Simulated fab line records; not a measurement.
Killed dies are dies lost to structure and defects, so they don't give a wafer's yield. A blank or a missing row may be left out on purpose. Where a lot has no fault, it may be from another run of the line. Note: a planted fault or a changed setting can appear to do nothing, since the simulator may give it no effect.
A lot that was struck, set against a sound lot    flow sky130    14 out of 708 route steps
Sound: the wafers L616.2, L616.4, L616.6. The struck wafers were L610.2, L610.3, L610.6. Last of all comes the cause.
At each step with rows: each side's tool, then ch and its chambers, then its first start. Under that, the readings that differ: sound wafers    struck wafers    difference of the means    sigmas: that difference in standard deviations of wafers without a fault.
alike: readings whose means differ by less than 2 such deviations, and words and numbers that are the same on both sides. not compared: withheld readings, readings that some wafer has no value for, bounds like >300 that may hide the same value, and numbers for which the record gives no deviation and whose values overlap.
A row with sigmas, a row that says differs or no value, or rows on one side alone: a step with any of these is where the two part. Numbers that don't overlap but have no deviation are shown without sigmas and don't part them. A reading missing from all wafers of one side parts the sides only when that side holds two or more wafers.

first, 2 steps without rows for these wafers: SKY_LDD_P_PEB_05; SKY_LDD_P_DEVELOP_06 (develop time 60 s).
SKY_LDD_P_CD_MEAS_07: the cd target is 380 nm.
  struck on cd sem-01, day 24 11:44; sound on cd sem-02, day 26 01:38
  alike: cd nm
SKY_LDD_P_OVL_MEAS_08:
  struck on overlay-01, day 24 11:50; sound on overlay-01, day 26 01:44
  alike: LDD_P_OVL
then, 1 step without rows for these wafers: SKY_LDD_P_IMPLANT_09.
SKY_LDD_P_STRIP_10: strips in O2/N2.
  sound on plasma asher-04 ch 0,1, day 26 01:55; struck on plasma asher-04 ch 0,1, day 24 12:01
  alike: drypump motor current A, n2 flow sccm, o2 flow sccm, oes product au, strip time to endpoint s
  not compared: rf hours counter h
SKY_LDD_P_TW_MEAS_11:
  struck on film metro-04, day 24 12:07; sound on film metro-04, day 26 02:01
reading   sound        struck       difference  sigmas
LDD_P_TW  643 644 642  635 633 635  -9          -2
then, 5 steps without rows for these wafers: SKY_LDD_HVN_DEHYDRATE_00 (time 60 s); SKY_LDD_HVN_HMDS_01 (prime time 60 s); SKY_LDD_HVN_COAT_02 (resist thk 300 nm); SKY_LDD_HVN_SOFTBAKE_03 (time 60 s); SKY_LDD_HVN_EXPOSE_04 (exposes mask HVNTM, target cd 700 nm).
SKY_LDD_HVN_PEB_05:
  sound on litho track-03 ch 0, day 27 05:41; struck on litho track-02, day 25 15:48
reading          sound           struck  difference                     sigmas
exhaust pa (Pa)  44.5 44.3 44.8  - - -   no value on the struck wafers  
  not compared: chill plate temp C
then, 1 step without rows for these wafers: SKY_LDD_HVN_DEVELOP_06 (develop time 60 s).

## WHERE THEY PART
Earliest at SKY_LDD_P_TW_MEAS_11; latest, in this record, at SKY_LDD_HVN_PEB_05.

WHY: what had been put in by the simulator
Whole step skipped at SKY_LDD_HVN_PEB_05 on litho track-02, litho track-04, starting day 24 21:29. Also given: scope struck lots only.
